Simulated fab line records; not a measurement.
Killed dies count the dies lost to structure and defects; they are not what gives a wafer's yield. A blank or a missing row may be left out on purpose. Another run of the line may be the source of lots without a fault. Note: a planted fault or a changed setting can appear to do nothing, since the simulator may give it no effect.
Problem report, 8D (eight disciplines) form, completed by code ; flow sky130 ; the parts of the form that need people (team, actions taken, sign-off) are left out

## 1. WHAT IS WRONG
cdNm at SKY_METAL1_CD_MEAS_15 reads a mean of 63.5 nm on 6 wafers of 2 lots; wafers without a fault read 139.9 nm with a standard deviation of 1.6. That is -48 standard deviations from the usual mean.
The step: target cd 140 nm.
The first sign was on wafer L700.3 at day 38 05:24, on cdSem-02. At this step, 42 wafers from 14 lots have a number in the record. Rule for "out" (also "out of limits"): further than 4 standard deviations from the usual mean. All remaining wafers that have a number are taken as sound.

## 2. WHAT IT IS, WHAT IT ISN'T
question;is;is not
which readings at this step;cdNm;-
which lots;L700, L701;L683, L684, L685, L686, L687, L688, L689, L690, L691, L692, L693, L695
which wafers of those lots;all that have a number;-
read on which gauges;cdSem-01, cdSem-02;-
when;from day 38 05:24;up to then (36 sound wafers)

## 3. WHAT RULES OUT EACH SUSPECT
Counting: a tool stays on the suspect list if, at a process step up to the reading, it processed all lots that are out and no sound lot following the first of them.
- the gauge at SKY_METAL1_CD_MEAS_15: ruled out. Those wafers that are out were read across 2 gauges (cdSem-01, cdSem-02).
- rieDiel-04 at SKY_CONTACT_ETCH_16 (etches BARC in N2/H2, stops on SiO2, time 45.9 s, target depth 60 nm): kept. It ran every lot that is out, first L700 (day 37 01:17), and no sound lot after that; its last sound lot up to then is L695 (day 35 23:23).
- pvdSputter-04 at SKY_METAL1_SPUTTER_01 (material TiN, target thk 20 nm, time 16.7 s): kept. It ran every lot that is out, first L700 (day 37 02:59), and no sound lot after that; its last sound lot up to then is L695 (day 36 00:48).
- krfScanner-01 at SKY_METAL1_EXPOSE_12 (exposes mask MM1, target cd 140 nm): kept. It ran every lot that is out, first L700 (day 37 16:38), and no sound lot after that; its last sound lot up to then is L695 (day 36 14:00).
rieDiel-04 at SKY_CONTACT_ETCH_16, pvdSputter-04 at SKY_METAL1_SPUTTER_01 and krfScanner-01 at SKY_METAL1_EXPOSE_12 are what is left after counting.

## 4. THE CAUSE (what the simulator had put in)
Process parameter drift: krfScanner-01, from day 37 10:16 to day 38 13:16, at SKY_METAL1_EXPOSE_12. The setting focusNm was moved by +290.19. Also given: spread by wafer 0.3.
3 suspects survive the count, and this tool is in that group.

## 5. THE EFFECT CHAIN, in route order
One row per reading whose mean, taken over the struck wafers that have a number, lies over 3 standard deviations from the usual. Only readings for which the record gives a usual standard deviation are gone through. hours: the time from each lot's start at the first step in this table that gives one to its start at this step, as a median over the lots. sigmas: the change in usual standard deviations.
hours;step;reading;usual;on struck wafers;change;sigmas
0;SKY_METAL1_CD_MEAS_15;cdNm;139.9 nm;63.5;-76.4;-48

## 6. HOW IT WOULD HAVE BEEN CAUGHT EARLIER
In this record the first reading out of limits at a measuring or inspecting step was taken at day 38 05:24, 19 hours after the fault began at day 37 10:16.
An alarm limit of 4 standard deviations would not have fired on the tool readings at SKY_METAL1_EXPOSE_12 for which the record gives a usual standard deviation, since none of them was out on any struck wafer.
By day 38 05:24 the whole set of lots that are out, 2 in number, had already begun SKY_METAL1_EXPOSE_12 on krfScanner-01. Had the tool been put on hold then, not one of them would have been saved.
